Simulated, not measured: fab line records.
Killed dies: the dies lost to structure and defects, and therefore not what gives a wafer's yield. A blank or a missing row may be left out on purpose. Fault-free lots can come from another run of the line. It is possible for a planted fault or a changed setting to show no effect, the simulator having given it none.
fab line records | flow gf180mcu
record: lots: 15 wafers: 45 lastDay: 34
route steps=602 shown M2@374 V4@492 M5@533
lots that met no fault: from a run of the same line without faults
startH: hours from the record's opening day to when the first of the lot's shown wafers began | waitH: hours elapsed since this lot's preceding step | " the same as in the row above | L1.1+2: one row covering several wafers at once | - either no value or no given start | * or withheld: withheld | < > ~ a bound
route shown NAME@n: NAME is a module with steps in the file, n the number in the route of the first one | usual: average and standard deviation across the fault-free wafers | same: alike in all rows | chamber/n: place in a boat | sites: each site's reading | _std_site: standard deviation across them | _edge_site: outer sites' mean less inner sites' | radiusMm: for every site, how far away it sits from the centre of the wafer | mask NAME#n: copy n | behind: tool/chamber where the wafer was last shaped | hold: cause of the lot's hold/its duration in hours/its outcome | device: names the non-switching transistor (n, p or np) | end of line: tests of these same wafers at the route's end | for a step that has no rows: nothing shown but its recipe | killed: count of dies lost to structure and defects at first sort (not the wafer's yield) | map: per-die view of a wafer (x killed, . not killed, _ where there is no die)
set.NAME: the run value of the setting; set.NAME@STEP: its run value at that earlier step | model.NAME: the simulator's own value behind a step, which no gauge read
route steps across a sampled set of lots; one table per step, one row per wafer
services: from which hour (startH, from the record's first day; less than 0 if before it) a tool's chamber was out of use, for how many hours, and why
== steps ==
step: GF_M2_PEB_12
recipe: pebTempC: 135 pebTimeS: 90 resist: KrF
usual: chillPlateTempC: 22.99/0.13 exhaustPa: 45.0/0.81
columns lot.wafer tool chamber startH waitH chillPlateTempC exhaustPa
L704.2 lithoTrack-02 0 424.39 - 22.92 43.6
L704.3 " 0 " " 22.90 44.8
L704.4 " 0 " " 22.87 46.1
L705.2 lithoTrack-02 0 437.04 - 23.03 44.7
L705.3 " 0 " " 23.19 45.0
L705.5 " 0 " " 23.00 45.1
L706.2 lithoTrack-02 0 474.44 - 22.67 44.1
L706.5 " 0 " " 22.92 46.3
L706.6 " 0 " " 22.81 45.6
L709.1 lithoTrack-01 0 480.83 - 23.06 45.5
L709.4 " 0 " " 23.11 45.0
L709.6 " 0 " " 23.21 45.8
L708.1 lithoTrack-03 0 481.59 - 22.93 44.8
L708.4 " 0 " " 22.90 44.3
L708.6 " 0 " " 22.96 45.6
L710.1 lithoTrack-02 0 490.86 - 22.90 45.6
L710.4 " 0 " " 23.15 45.8
L710.6 " 0 " " 22.91 45.6
L712.1 lithoTrack-02 0 509.71 - 22.84 45.5
L712.2 " 0 " " 22.94 45.7
L712.3 " 0 " " 22.93 46.5
L713.1 lithoTrack-01 0 523.63 - 23.01 43.9
L713.2 " 0 " " 22.96 43.4
L713.3 " 0 " " 23.13 44.6
L715.1 lithoTrack-01 0 541.33 - 23.04 45.5
L715.3 " 0 " " 22.99 44.6
L715.4 " 0 " " 23.04 45.9
L716.2 lithoTrack-01 0 542.31 - 23.08 45.5
L716.4 " 0 " " 22.93 45.2
L716.5 " 0 " " 23.01 44.7
L717.2 lithoTrack-02 0 551.54 - 22.76 44.9
L717.3 " 0 " " 22.94 45.0
L717.6 " 0 " " 22.87 45.2
L722.1 lithoTrack-02 - 591.65 - - -
L722.2 " - " " - -
L722.4 " - " " - -
L723.4 lithoTrack-03 - 598.64 - - -
L723.5 " - " " - -
L723.6 " - " " - -
L724.2 lithoTrack-01 - 606.66 - - -
L724.4 " - " " - -
L724.6 " - " " - -
L727.1 lithoTrack-01 0 626.53 - 22.98 43.4
L727.2 " 0 " " 23.05 44.0
L727.6 " 0 " " 23.16 44.6
step: GF_V4_ETCH_16
recipe: chemistry: N2/H2 targetDepthA: withheld overetchA: withheld timeS: withheld target: BARC ionEnergyEv: 200 sourceW: 500 biasW: 100 pressureMtorr: 30 n2FlowSccm: 100 h2FlowSccm: 200
usual: drypumpMotorCurrentA: 5.8/0.35 oesProductAu: 0.856/0.0051 throttleValvePct: 13.224/0.0085
columns lot.wafer tool chamber startH waitH drypumpMotorCurrentA oesProductAu throttleValvePct
L704.2 rieDiel-03 0 551.14 0.0 6.1 0.854 13.215
L704.3 " 1 " " 5.5 0.856 13.229
L704.4 " 1 " " 5.5 0.851 13.223
L705.2 rieDiel-03 1 562.03 0.0 5.5 0.850 13.236
L705.3 " 3 " " 5.3 0.854 13.238
L705.5 " 2 " " 6.1 0.854 13.223
L706.2 rieDiel-02 0 596.16 0.0 6.3 0.863 13.220
L706.5 " 2 " " 5.6 0.852 13.225
L706.6 " 1 " " 5.7 0.858 13.237
L709.1 rieDiel-03 1 600.74 0.0 5.5 0.861 13.219
L709.4 " 2 " " 6.1 0.856 13.219
L709.6 " 0 " " 6.1 0.863 13.229
L708.1 rieDiel-02 0 602.58 0.0 6.3 0.868 13.225
L708.4 " 1 " " 5.7 0.854 13.231
L708.6 " 3 " " 6.2 0.856 13.228
L710.1 rieDiel-02 2 608.98 0.0 5.6 0.856 13.222
L710.4 " 3 " " 6.3 0.853 13.226
L710.6 " 1 " " 5.7 0.856 13.225
L712.1 rieDiel-02 3 626.06 0.0 6.2 0.859 13.236
L712.2 " 2 " " 5.6 0.852 13.243
L712.3 " 1 " " 5.7 0.858 13.229
L713.1 rieDiel-04 2 638.23 0.0 5.9 0.854 13.212
L713.2 " 1 " " 5.2 0.851 13.230
L713.3 " 0 " " 5.7 0.855 13.213
L715.1 rieDiel-02 3 653.71 0.0 6.2 0.865 13.242
L715.3 " 2 " " 5.6 0.853 13.213
L715.4 " 1 " " 5.7 0.848 13.220
L716.2 rieDiel-04 2 654.34 0.0 5.9 0.851 13.212
L716.4 " 1 " " 5.2 0.852 13.221
L716.5 " 2 " " 5.9 0.854 13.225
L717.2 rieDiel-02 3 662.96 0.0 6.2 0.853 13.219
L717.3 " 0 " " 6.3 0.858 13.217
L717.6 " 3 " " 6.2 0.853 13.214
L727.1 rieDiel-02 2 729.66 0.0 5.6 0.854 13.222
L727.2 " 1 " " 5.8 0.859 13.223
L727.6 " 3 " " 6.2 0.858 13.222
step: GF_M5_CD_MEAS_07
recipe: targetCdNm: 280
usual: cdNm: 280.3/1.3
columns lot.wafer tool chamber startH waitH cdNm
L704.2 cdSem-02 - 596.35 0.1 280.2
L704.3 " - " " 280.3
L704.4 " - " " 280.8
L705.2 cdSem-02 - 606.32 0.1 278.0
L705.3 " - " " 277.2
L705.5 " - " " 278.1
L706.2 cdSem-01 - 638.45 0.1 279.3
L706.5 " - " " 280.1
L706.6 " - " " 279.1
L709.1 cdSem-01 - 643.15 0.1 280.6
L709.4 " - " " 279.8
L709.6 " - " " 280.8
L708.1 cdSem-02 - 645.00 0.1 280.7
L708.4 " - " " 280.9
L708.6 " - " " 281.2
L710.1 cdSem-02 - 649.75 0.1 279.1
L710.4 " - " " 280.5
L710.6 " - " " 279.5
L712.1 cdSem-02 - 666.98 0.1 278.6
L712.2 " - " " 278.3
L712.3 " - " " 278.4
L713.1 cdSem-02 - 679.93 0.1 279.8
L713.2 " - " " 280.1
L713.3 " - " " 279.5
L715.1 cdSem-02 - 692.90 0.1 281.5
L715.3 " - " " 280.9
L715.4 " - " " 281.4
L716.2 cdSem-01 - 693.27 0.1 278.6
L716.4 " - " " 279.5
L716.5 " - " " 279.7
L717.2 cdSem-02 - 702.60 0.3 281.4
L717.3 " - " " 282.3
L717.6 " - " " 282.0
L727.1 cdSem-02 - 765.27 0.1 281.3
L727.2 " - " " 281.1
L727.6 " - " " 281.4
step: GF_M5_ETCH_09
recipe: chemistry: CF4/O2 target: Si3N4 targetDepthNm: 52 sourceW: 800 biasW: 150 pressureMtorr: 150 cf4FlowSccm: 80 O2_flow_sccm: 10 timeS: 11.6
usual: drypumpMotorCurrentA: 5.8/0.46 oesProductAu: 0.999/0.012 throttleValvePct: 5.970/0.0098
columns lot.wafer tool chamber startH waitH drypumpMotorCurrentA oesProductAu rfHoursCounterH throttleValvePct
L704.2 rieDiel-03 0 596.48 0.0 6.1 0.996 19 5.984
L704.3 " 2 " " 6.1 1.008 2 5.982
L704.4 " 2 " " 6.1 1.007 - 5.963
L705.2 rieDiel-03 0 606.46 0.0 6.1 1.012 19 5.973
L705.3 " 2 " " 6.1 1.009 3 5.960
L705.5 " 1 " " 5.5 1.022 - 5.983
L706.2 rieDiel-02 0 638.58 0.0 6.3 1.005 32 5.978
L706.5 " 3 " " 6.2 0.991 - 5.988
L706.6 " 2 " " 5.6 0.986 - 5.966
L709.1 rieDiel-02 1 643.31 0.0 5.7 1.005 67 5.980
L709.4 " 3 " " 6.2 0.988 - 5.981
L709.6 " 2 " " 5.6 0.984 - 5.965
L708.1 rieDiel-03 3 645.16 0.0 5.3 1.010 14 5.977
L708.4 " 1 " " 5.5 1.025 - 5.989
L708.6 " 3 " " 5.2 1.001 - 5.973
L710.1 rieDiel-01 0 649.91 0.0 6.6 0.998 9 5.975
L710.4 " 2 " " 5.2 1.004 41 5.965
L710.6 " 2 " " 5.2 1.001 - 5.981
L712.1 rieDiel-01 1 667.13 0.0 5.8 0.978 18 5.957
L712.2 " 2 " " 5.1 0.992 41 5.943
L712.3 " 3 " " 5.0 0.990 20 5.973
L713.1 rieDiel-02 3 680.08 0.0 6.2 0.991 22 5.977
L713.2 " 1 " " 5.7 0.999 0 5.961
L713.3 " 2 " " 5.6 0.978 3 5.958
L715.1 rieDiel-03 3 693.06 0.0 5.2 1.003 16 5.978
L715.3 " 1 " " 5.5 1.028 25 5.977
L715.4 " 0 " " 6.1 1.001 21 5.971
L716.2 rieDiel-02 3 693.41 0.0 6.2 0.985 22 5.976
L716.4 " 1 " " 5.7 0.993 0 5.960
L716.5 " 0 " " 6.3 1.019 - 5.974
L717.2 rieDiel-02 0 702.73 0.0 6.2 1.022 34 5.973
L717.3 " 1 " " 5.7 1.010 1 5.973
L717.6 " 1 " " 5.7 1.001 - 5.974
L727.1 rieDiel-01 0 765.43 0.0 6.5 0.985 14 5.964
L727.2 " 1 " " 5.8 0.994 21 5.965
L727.6 " 0 " " 6.5 0.998 - 5.952
== services ==
columns tool chamber startH hours kind
rieDiel-04 3 408.06 17.0 repair
rieDiel-02 2 422.17 15.0 repair
rieDiel-03 2 431.14 10.1 repair
rieDiel-01 1 464.21 2.3 repair
rieDiel-04 0 469.06 30.4 repair
rieDiel-04 3 471.44 9.1 repair
rieDiel-04 3 481.60 2.7 repair
rieDiel-03 3 483.94 6.1 repair
rieDiel-02 2 484.00 10.5 repair
rieDiel-01 1 490.42 3.6 repair
rieDiel-04 0 501.70 25.6 repair
rieDiel-03 - 502.07 0.3 repair
rieDiel-03 2 546.30 4.9 repair
rieDiel-01 3 547.86 1.3 repair
rieDiel-04 0 572.17 3.1 repair
rieDiel-04 2 576.96 14.7 repair
rieDiel-01 3 581.87 11.9 repair
rieDiel-04 - 589.68 0.9 repair
rieDiel-03 3 595.80 11.5 repair
rieDiel-02 - 637.78 0.7 repair
rieDiel-03 0 638.45 8.8 repair
rieDiel-02 0 639.55 15.7 repair
rieDiel-01 1 662.57 1.7 repair
rieDiel-01 1 702.13 9.3 repair
== key ==
firstSign: step: GF_M2_PEB_12 reading: toolRecord direction: missing
effect none on later readings
metAt GF_M2_PEB_12
struckLots L722,L723,L724
laterRowsLeftOut L722.1,L722.2,L722.4,L723.4,L723.5,L723.6,L724.2,L724.4,L724.6
sortLeftOut L722.1,L722.2,L722.4,L723.4,L723.5,L723.6,L724.2,L724.4,L724.6
notActingAt GF_V4_ETCH_16,GF_M5_CD_MEAS_07,GF_M5_ETCH_09
onsetBetween 551.54 591.65
fault: kind: skippedStepWhole tool: lithoTrack-01,lithoTrack-02,lithoTrack-03 chamber: - onsetH: 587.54 steps: GF_M2_PEB_12 scope: struckLotsOnly
sortLeftOut: the simulated sort isn't trusted on such a fault, so these wafers' sort isn't shown, and their yield isn't known
laterRowsLeftOut: the simulator's readings of these wafers behind a module that went badly wrong aren't trusted and aren't shown, but for the sort
